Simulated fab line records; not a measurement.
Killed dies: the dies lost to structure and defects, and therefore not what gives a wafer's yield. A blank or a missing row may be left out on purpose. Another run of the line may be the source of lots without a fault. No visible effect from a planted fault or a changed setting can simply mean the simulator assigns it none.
The tool behind it: which one? ; flow sfqLine ; route of 325 steps, sampled at 1 step: 13 lots, 39 wafers

## WHAT EACH GAUGE READ, for each wafer
The record holds no reading of a measuring or inspecting step that can be judged against a usual standard deviation.

## WHICH TOOL RAN EACH LOT (tool, then ch and the chambers of the sampled wafers, then the start)
lot;SFQ_TRILAYER_M5_BARC_OPEN_METAL_ETCH_161
L816;rieMetal-03 ch 0,1, day 66 11:00
L817;rieMetal-02 ch 0,1, day 66 21:47
L819;rieMetal-04 ch 0,1, day 67 09:17
L822;rieMetal-03 ch 0,1, day 68 00:59
L827;rieMetal-02 ch 1, day 71 19:19
L828;rieMetal-02 ch 1, day 72 00:07
L829;rieMetal-02 ch 1, day 72 03:47
L831;rieMetal-03 ch 0,1, day 72 17:03
L832;rieMetal-02 ch 0,1, day 73 04:08
L833;rieMetal-02 ch 0,1, day 73 11:20
L834;rieMetal-02 ch 0,1, day 73 19:38
L836;rieMetal-02 ch 0,1, day 74 05:14
L839;rieMetal-04 ch 0,1, day 74 21:16
- SFQ_TRILAYER_M5_BARC_OPEN_METAL_ETCH_161: etches BARC in O2, target depth 125 nm, time 41.7 s.

## WHAT THE TOOLS THEMSELVES READ (means of the sampled wafers that have a number; where no wafer has one, the mark that the record gives instead)
SFQ_TRILAYER_M5_BARC_OPEN_METAL_ETCH_161.
lot;tool;biasW (W);drypumpMotorCurrentA (A);oesProductAu (a.u.)
L816;rieMetal-03;80.02;5.4;0.685
L817;rieMetal-02;79.98;6.1;0.684
L819;rieMetal-04;79.93;5.5;0.685
L822;rieMetal-03;80.40;5.4;0.674
L827;rieMetal-02;80.22;6.3;0.683
L828;rieMetal-02;80.16;6.3;0.682
L829;rieMetal-02;80.12;6.3;0.691
L831;rieMetal-03;80.05;5.7;0.686
L832;rieMetal-02;80.17;5.8;0.688
L833;rieMetal-02;80.10;5.8;0.682
L834;rieMetal-02;80.10;5.8;0.688
L836;rieMetal-02;79.95;6.0;0.681
L839;rieMetal-04;80.21;5.4;0.686

## THE ANSWER, worked out from the rows above alone
Rule: the usual values come from the lots themselves. Put in order of their means at a reading, lots are off if they are a third of the lots or fewer, leave a main group of 4 or more, and stand apart from it by a gap of 3 or more times the standard deviation of the main group's means; of several such gaps the widest counts. Not used: any main group whose means are identical at the precision the tables above print for the reading. Also off: a lot with no number at a reading for which 4 or more lots have one. Any other lot the step has rows for is counted as sound. After the gauges, taken in route order, come the tools' own readings; for these a lot's mean is taken, as printed above. At the first step where some lot is off, the reading lying furthest off is the one used; lots without a number count as furthest.
No lot is off on any of the readings shown, so nothing can be concluded from this.

## WHAT HAD BEEN PUT IN BY THE SIMULATOR
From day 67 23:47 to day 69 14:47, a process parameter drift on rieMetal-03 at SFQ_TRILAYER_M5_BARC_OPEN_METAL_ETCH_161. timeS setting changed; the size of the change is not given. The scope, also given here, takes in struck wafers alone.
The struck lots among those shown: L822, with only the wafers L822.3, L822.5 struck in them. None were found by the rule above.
